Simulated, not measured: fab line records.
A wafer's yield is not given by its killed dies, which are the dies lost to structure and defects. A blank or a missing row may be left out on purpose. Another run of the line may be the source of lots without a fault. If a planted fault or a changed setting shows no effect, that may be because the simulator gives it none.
Commonality check across tools    flow gf180mcu    12 lots, 36 wafers sampled

== WHAT PROMPTED THE OPENING ==
At GF_TOP_METAL_CD_MEAS_14 the reading cd_nm is flagged on 4 of 12 lots. Wafers without a fault read 441.2 nm, standard deviation 2.
Rule: a lot is flagged when every wafer of it that has a number lies more than 4 standard deviations from that mean, or none has a number. The other lots count as sound.

lot   measured      on         cd_nm (nm), wafer by wafer  flag
L935  day 28 10:14  cd_sem-02  437.3 440.2 438.6           
L937  day 28 16:40  cd_sem-01  440.6 440.6 441.0           
L938  day 28 23:29  cd_sem-01  442.2 439.4 440.8           
L941  day 30 00:43  cd_sem-01  473.9 475.5 473.4           FLAGGED
L942  day 30 02:27  cd_sem-02  475.0 474.2 474.6           FLAGGED
L943  day 30 08:28  cd_sem-02  475.8 478.3 477.9           FLAGGED
L945  day 31 01:35  cd_sem-01  459.6 458.7 458.8           FLAGGED
L947  day 31 12:32  cd_sem-02  440.5 438.7 441.6           
L948  day 32 01:23  cd_sem-02  440.3 441.7 439.4           
L951  day 32 18:41  cd_sem-01  439.4 441.0 440.2           
L957  day 34 05:34  cd_sem-01  438.6 438.4 440.0           
L958  day 34 07:14  cd_sem-02  445.2 443.8 445.9           
The mean of the flagged lots' numbers is 471.3 nm, +30.1 nm from the usual (+15 standard deviations).

== WHICH TOOL EACH LOT WENT THROUGH ==
The record holds 4 process steps before the reading, out of a route of 602 steps. Cell contents, in order: the tool; ch with the chambers the sampled wafers went through; the start.
lot   flag     GF_V5_ETCH_17                                  GF_TOP_METAL_SPUTTER_01       GF_TOP_METAL_SPUTTER_04       GF_TOP_METAL_EXPOSE_11
L935           rie_diel-03 ch 0,1,2, day 27 13:50 or earlier  pvd_sputter-01, day 27 13:50  pvd_sputter-01, day 27 13:56  iline_stepper-02 ch 0, day 28 00:11
L937           rie_diel-01 ch 1,2,3, day 27 21:34 or earlier  pvd_sputter-01, day 27 21:34  pvd_sputter-01, day 27 21:40  iline_stepper-02 ch 0, day 28 06:46
L938           rie_diel-02 ch 0,1,2, day 28 04:17 or earlier  pvd_sputter-02, day 28 04:17  pvd_sputter-02, day 28 04:23  iline_stepper-01 ch 0, day 28 14:11
L941  FLAGGED  rie_diel-01 ch 1,2,3, day 29 05:41 or earlier  pvd_sputter-02, day 29 05:41  pvd_sputter-02, day 29 05:46  iline_stepper-02 ch 0, day 29 15:46
L942  FLAGGED  rie_diel-02 ch 0,2,3, day 29 07:56 or earlier  pvd_sputter-03, day 29 07:56  pvd_sputter-03, day 29 08:01  iline_stepper-02 ch 0, day 29 17:36
L943  FLAGGED  rie_diel-02 ch 1,3, day 29 14:17 or earlier    pvd_sputter-03, day 29 14:17  pvd_sputter-03, day 29 14:23  iline_stepper-02 ch 0, day 29 23:19
L945  FLAGGED  rie_diel-02 ch 0,1,3, day 30 07:50 or earlier  pvd_sputter-03, day 30 07:50  pvd_sputter-03, day 30 07:56  iline_stepper-02 ch 0, day 30 16:57
L947           rie_diel-01 ch 1,2, day 30 19:14 or earlier    pvd_sputter-03, day 30 19:14  pvd_sputter-03, day 30 19:19  iline_stepper-01 ch 0, day 31 04:26
L948           rie_diel-03 ch 0,3, day 31 08:35 or earlier    pvd_sputter-02, day 31 08:35  pvd_sputter-02, day 31 08:41  iline_stepper-01 ch 0, day 31 17:14
L951           rie_diel-03 ch 0,1, day 32 02:10 or earlier    pvd_sputter-02, day 32 02:10  pvd_sputter-02, day 32 02:15  iline_stepper-01 ch 0, day 32 10:23
L957           rie_diel-01 ch 1,2,3, day 33 14:38 or earlier  pvd_sputter-02, day 33 14:38  pvd_sputter-02, day 33 14:44  iline_stepper-01 ch 0, day 33 22:26
L958           rie_diel-03 ch 0,2,3, day 33 15:38 or earlier  pvd_sputter-02, day 33 15:38  pvd_sputter-02, day 33 15:43  iline_stepper-01 ch 0, day 33 23:31
What is done by these steps:
- GF_V5_ETCH_17: etches SiO2 in C4F8/O2/Ar, stops on TiN, target depth 855 nm.
- GF_TOP_METAL_SPUTTER_01: material TiN, target thk 30 nm, time 25 s.
- GF_TOP_METAL_SPUTTER_04: material TiN, target thk 25 nm, time 20.8 s.
- GF_TOP_METAL_EXPOSE_11: exposes mask MetalTop, target cd 440 nm.
- GF_TOP_METAL_CD_MEAS_14: target cd 440 nm.

== FLAGGED OVER TOTAL, TOOL BY TOOL (the gauges that took the reading come last) ==
step                     tool              lots run  flagged  share of the flagged lots  sound lots run after its first flagged lot
GF_V5_ETCH_17            rie_diel-01       4         1        some                       2 (L947,L957)
GF_V5_ETCH_17            rie_diel-02       4         3        some                       0
GF_V5_ETCH_17            rie_diel-03       4         0        none                       -
GF_TOP_METAL_SPUTTER_01  pvd_sputter-01    2         0        none                       -
GF_TOP_METAL_SPUTTER_01  pvd_sputter-02    6         1        some                       4 (L948,L951,L957,L958)
GF_TOP_METAL_SPUTTER_01  pvd_sputter-03    4         3        some                       1 (L947)
GF_TOP_METAL_SPUTTER_04  pvd_sputter-01    2         0        none                       -
GF_TOP_METAL_SPUTTER_04  pvd_sputter-02    6         1        some                       4 (L948,L951,L957,L958)
GF_TOP_METAL_SPUTTER_04  pvd_sputter-03    4         3        some                       1 (L947)
GF_TOP_METAL_EXPOSE_11   iline_stepper-01  6         0        none                       -
GF_TOP_METAL_EXPOSE_11   iline_stepper-02  6         4        all                        0
GF_TOP_METAL_CD_MEAS_14  cd_sem-01         6         2        some                       2 (L951,L957)
GF_TOP_METAL_CD_MEAS_14  cd_sem-02         6         2        some                       3 (L947,L948,L958)
Because GF_V5_ETCH_17 lacks a start for some lots, the hours and order of its lots are taken from GF_TOP_METAL_SPUTTER_01.

== WHAT IS ALLOWED BY THE TABLE ==
1 row of the table ran every flagged lot: iline_stepper-02 at GF_TOP_METAL_EXPOSE_11.
- iline_stepper-02 at GF_TOP_METAL_EXPOSE_11 ran 6 lots, 4 of them flagged. It ran its last sound lot, L937, at day 28 06:46 and its first flagged lot, L941, at day 29 15:46: a fault with its onset between the two fits. Its own readings lie more than 4 standard deviations out on every wafer of the flagged lots: exposure_dose_mJ_cm2.
Just one tool remains: iline_stepper-02 at GF_TOP_METAL_EXPOSE_11.

== WHAT HAD BEEN PUT IN BY THE SIMULATOR ==
Process parameter drift: iline_stepper-02, from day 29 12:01 on, at GF_TOP_METAL_EXPOSE_11. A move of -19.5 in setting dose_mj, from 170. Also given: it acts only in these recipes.
Lots struck among those shown: L941, L942, L943, L945. The rule above found the same.
